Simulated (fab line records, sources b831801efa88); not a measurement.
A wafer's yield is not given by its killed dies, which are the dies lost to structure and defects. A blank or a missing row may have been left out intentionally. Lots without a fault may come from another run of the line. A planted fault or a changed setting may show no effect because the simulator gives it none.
Which tool was responsible? | flow gf180mcu | 39 wafers from 13 lots sampled at 5 of the route's 602 steps

## WHAT THE GAUGES SHOWED, per wafer
GF_DNWELL_TW_MEAS_09. Usual: DNWELL_TW gives 1345 (standard deviation 14).
lot  | measured    | on           | DNWELL_TW      | flag
L497 | day 2 18:46 | filmMetro-03 | 1322 1328 1334 | 
L498 | day 2 23:21 | filmMetro-04 | 1357 1357 1357 | 
L499 | day 3 07:52 | filmMetro-04 | 1362 1366 1361 | 
L500 | day 3 12:35 | filmMetro-03 | 1329 1329 1329 | 
L502 | day 3 21:12 | filmMetro-02 | 1582 1576 1574 | OFF
L503 | day 4 02:23 | filmMetro-03 | 1572 1566 1563 | OFF
L509 | day 5 11:44 | filmMetro-03 | 1331 1326 1333 | 
L510 | day 5 17:21 | filmMetro-03 | 1323 1327 1328 | 
L511 | day 5 22:41 | filmMetro-04 | 1353 1354 1351 | 
L514 | day 6 13:35 | filmMetro-04 | 1366 1371 1365 | 
L515 | day 6 19:11 | filmMetro-03 | 1348 1349 1350 | 
L516 | day 6 23:41 | filmMetro-04 | 1357 1351 1370 | 
L520 | day 7 20:26 | filmMetro-03 | 1321 1322 1320 | 

GF_SAB_OVL_MEAS_10. Usual: SAB_OVL gives 0.3 nm (standard deviation 1.4).
lot  | measured     | on         | SAB_OVL (nm)   | flag
L497 | day 15 10:14 | overlay-01 | 0.6 0.4 -0.7   | 
L498 | day 15 12:11 | overlay-01 | 2.8 2.5 0.9    | 
L499 | day 16 11:29 | overlay-01 | -1.5 -1.8 -0.9 | 
L500 | day 16 11:11 | overlay-02 | -0.3 -1.3 0.5  | 
L502 | day 17 07:20 | overlay-01 | 2.1 2.0 1.7    | 
L503 | day 17 07:59 | overlay-01 | 1.4 0.1 -0.7   | 
L509 | day 19 08:07 | overlay-01 | 0.3 1.8 1.7    | 
L510 | day 19 20:53 | overlay-02 | -0.5 -1.4 0.3  | 
L511 | day 20 06:38 | overlay-02 | -0.3 1.8 0.3   | 
L514 | day 21 04:52 | overlay-02 | -0.2 1.1 0.0   | 
L515 | day 21 16:26 | overlay-02 | 0.0 -0.5 0.5   | 
L516 | day 21 21:25 | overlay-02 | -0.1 1.0 0.9   | 
L520 | day 23 07:40 | overlay-01 | 1.0 2.1 2.9    | 

## TOOL THAT RAN EACH LOT (tool first, then ch and the chambers of the sampled wafers, then the start)
lot  | GF_DNWELL_IMPLANT_07           | GF_PSD_STRIP_10                     | GF_PSD_RTA_13
L497 | implanter-03 ch 0, day 2 18:34 | plasmaAsher-04 ch 0,1, day 14 13:01 | rtpAnneal-02 ch 0, day 14 13:16
L498 | implanter-02 ch 0, day 2 23:08 | plasmaAsher-01 ch 0,1, day 14 14:34 | rtpAnneal-01 ch 0, day 14 14:49
L499 | implanter-01 ch 0, day 3 07:38 | plasmaAsher-01 ch 0,1, day 15 13:20 | rtpAnneal-01 ch 0, day 15 13:34
L500 | implanter-01 ch 0, day 3 12:22 | plasmaAsher-01 ch 0,1, day 15 12:46 | rtpAnneal-01 ch 0, day 15 12:58
L502 | implanter-02 ch 0, day 3 20:59 | plasmaAsher-04 ch 0,1, day 16 08:35 | rtpAnneal-02 ch 0, day 16 08:48
L503 | implanter-02 ch 0, day 4 02:08 | plasmaAsher-02 ch 0,1, day 16 09:02 | rtpAnneal-01 ch 0, day 16 09:14
L509 | implanter-03 ch 0, day 5 11:29 | plasmaAsher-01 ch 0,1, day 18 07:53 | rtpAnneal-01 ch 0, day 18 08:05
L510 | implanter-03 ch 0, day 5 17:06 | plasmaAsher-04 ch 0,1, day 18 20:01 | rtpAnneal-02 ch 0, day 18 20:14
L511 | implanter-01 ch 0, day 5 22:26 | plasmaAsher-01 ch 0,1, day 19 06:19 | rtpAnneal-01 ch 0, day 19 06:31
L514 | implanter-03 ch 0, day 6 13:20 | plasmaAsher-02 ch 0,1, day 20 04:53 | rtpAnneal-01 ch 0, day 20 05:05
L515 | implanter-02 ch 0, day 6 18:57 | plasmaAsher-04 ch 0, day 20 15:40   | rtpAnneal-02 ch 0, day 20 15:53
L516 | implanter-02 ch 0, day 6 23:20 | plasmaAsher-01 ch 0,1, day 20 21:11 | rtpAnneal-01 ch 0, day 20 21:23
L520 | implanter-01 ch 0, day 7 20:11 | plasmaAsher-01 ch 0,1, day 22 07:53 | rtpAnneal-01 ch 0, day 22 08:05
- GF_DNWELL_IMPLANT_07
- GF_PSD_STRIP_10: strips in O2/N2.
- GF_PSD_RTA_13: time 20 s.

## AS READ BY THE TOOLS THEMSELVES (means over the sampled wafers that have a number; for cases with no such wafer, the mark the record gives instead)
GF_DNWELL_IMPLANT_07. Usual: doseIonsCm2 9.999e+12, standard deviation 1.3e+10; faradayCurrentUA 56.3, standard deviation 0.98; tiltDeg -0.005 degrees, standard deviation 0.02.
lot  | tool         | doseIonsCm2 | faradayCurrentUA | tiltDeg (degrees) | flag
L497 | implanter-03 | 1.000e+13   | 55.8             | -0.006            | 
L498 | implanter-02 | 9.991e+12   | 56.5             | -0.031            | 
L499 | implanter-01 | 9.985e+12   | 56.1             | 0.005             | 
L500 | implanter-01 | 1.000e+13   | 57.3             | -0.023            | 
L502 | implanter-02 | 1.640e+13   | 93.1             | -0.019            | OFF
L503 | implanter-02 | 1.641e+13   | 92.6             | -0.005            | OFF
L509 | implanter-03 | 9.995e+12   | 56.1             | 0.012             | 
L510 | implanter-03 | 9.999e+12   | 55.7             | -0.009            | 
L511 | implanter-01 | 9.994e+12   | 56.1             | -0.005            | 
L514 | implanter-03 | 1.001e+13   | 56.4             | -0.020            | 
L515 | implanter-02 | 9.984e+12   | 55.7             | -0.003            | 
L516 | implanter-02 | 9.992e+12   | 56.2             | -0.021            | 
L520 | implanter-01 | 9.988e+12   | 56.5             | 0.031             | 

GF_PSD_STRIP_10. Usual: drypumpMotorCurrentA 5.6 A, standard deviation 0.48; heaterPowerW 344 W, standard deviation 24; oesProductAu 0.591 a.u., standard deviation 0.0047; stripTimeToEndpointS 16.52 s, standard deviation 0.036.
lot  | tool           | drypumpMotorCurrentA (A) | heaterPowerW (W) | oesProductAu (a.u.) | stripTimeToEndpointS (s) | flag
L497 | plasmaAsher-04 | 5.1                      | 354              | 0.590               | 16.54                    | 
L498 | plasmaAsher-01 | 5.8                      | 323              | 0.587               | 16.51                    | 
L499 | plasmaAsher-01 | 5.8                      | 335              | 0.592               | 16.47                    | 
L500 | plasmaAsher-01 | 5.6                      | 323              | 0.596               | 16.56                    | 
L502 | plasmaAsher-04 | 5.1                      | 357              | 0.590               | 16.50                    | 
L503 | plasmaAsher-02 | 5.8                      | 352              | 0.593               | 16.51                    | 
L509 | plasmaAsher-01 | 5.8                      | 331              | 0.591               | 16.52                    | 
L510 | plasmaAsher-04 | 5.4                      | 372              | 0.594               | 16.52                    | 
L511 | plasmaAsher-01 | 5.6                      | 324              | 0.593               | 16.54                    | 
L514 | plasmaAsher-02 | 6.0                      | 358              | 0.590               | 16.52                    | 
L515 | plasmaAsher-04 | 4.8                      | 338              | 0.590               | 16.49                    | 
L516 | plasmaAsher-01 | 5.6                      | 325              | 0.592               | 16.50                    | 
L520 | plasmaAsher-01 | 5.6                      | 322              | 0.589               | 16.49                    | 

GF_PSD_RTA_13. Usual: lampPowerPct 31.0 %, standard deviation 1.6; wafer_temp_C_max 1028.7, standard deviation 1.3.
lot  | tool         | lampPowerPct (%) | wafer_temp_C_max | flag
L497 | rtpAnneal-02 | 28.7             | 1027.5           | 
L498 | rtpAnneal-01 | 32.2             | 1030.1           | 
L499 | rtpAnneal-01 | 32.2             | 1030.0           | 
L500 | rtpAnneal-01 | 32.1             | 1029.1           | 
L502 | rtpAnneal-02 | 28.7             | 1027.7           | 
L503 | rtpAnneal-01 | 32.1             | 1029.7           | 
L509 | rtpAnneal-01 | 32.2             | 1030.9           | 
L510 | rtpAnneal-02 | 28.7             | 1026.8           | 
L511 | rtpAnneal-01 | 32.1             | 1029.0           | 
L514 | rtpAnneal-01 | 32.1             | 1030.4           | 
L515 | rtpAnneal-02 | 28.8             | 1027.9           | 
L516 | rtpAnneal-01 | 32.1             | 1028.8           | 
L520 | rtpAnneal-01 | 32.1             | 1029.0           | 

## THE ANSWER, worked out from the rows above alone
Rule: a lot is off if the mean of its wafers that have a number lies more than 3 standard deviations from the usual mean. Also off: a lot with no number at a reading for which 4 or more lots have one. Any other lot the step has rows for is counted as sound. The gauges are gone through in route order, then the tools' own readings, and for those a lot's mean is taken as printed above. The first step at which some lot is off is used, and at that step the reading that is off furthest; a lot without a number counts as furthest.
Off: L502, L503, seen at GF_DNWELL_TW_MEAS_09 (DNWELL_TW).
If a tool, at a process step before that reading, ran all the lots that are off and no sound lot after the first of them, it fits. The gauges at GF_DNWELL_TW_MEAS_09 aren't tried: what is off there is off at GF_DNWELL_IMPLANT_07 too, on other tools, and a gauge's error can't cause that. Not one of the candidates tried fits.

## WHAT THE SIMULATOR PUT IN
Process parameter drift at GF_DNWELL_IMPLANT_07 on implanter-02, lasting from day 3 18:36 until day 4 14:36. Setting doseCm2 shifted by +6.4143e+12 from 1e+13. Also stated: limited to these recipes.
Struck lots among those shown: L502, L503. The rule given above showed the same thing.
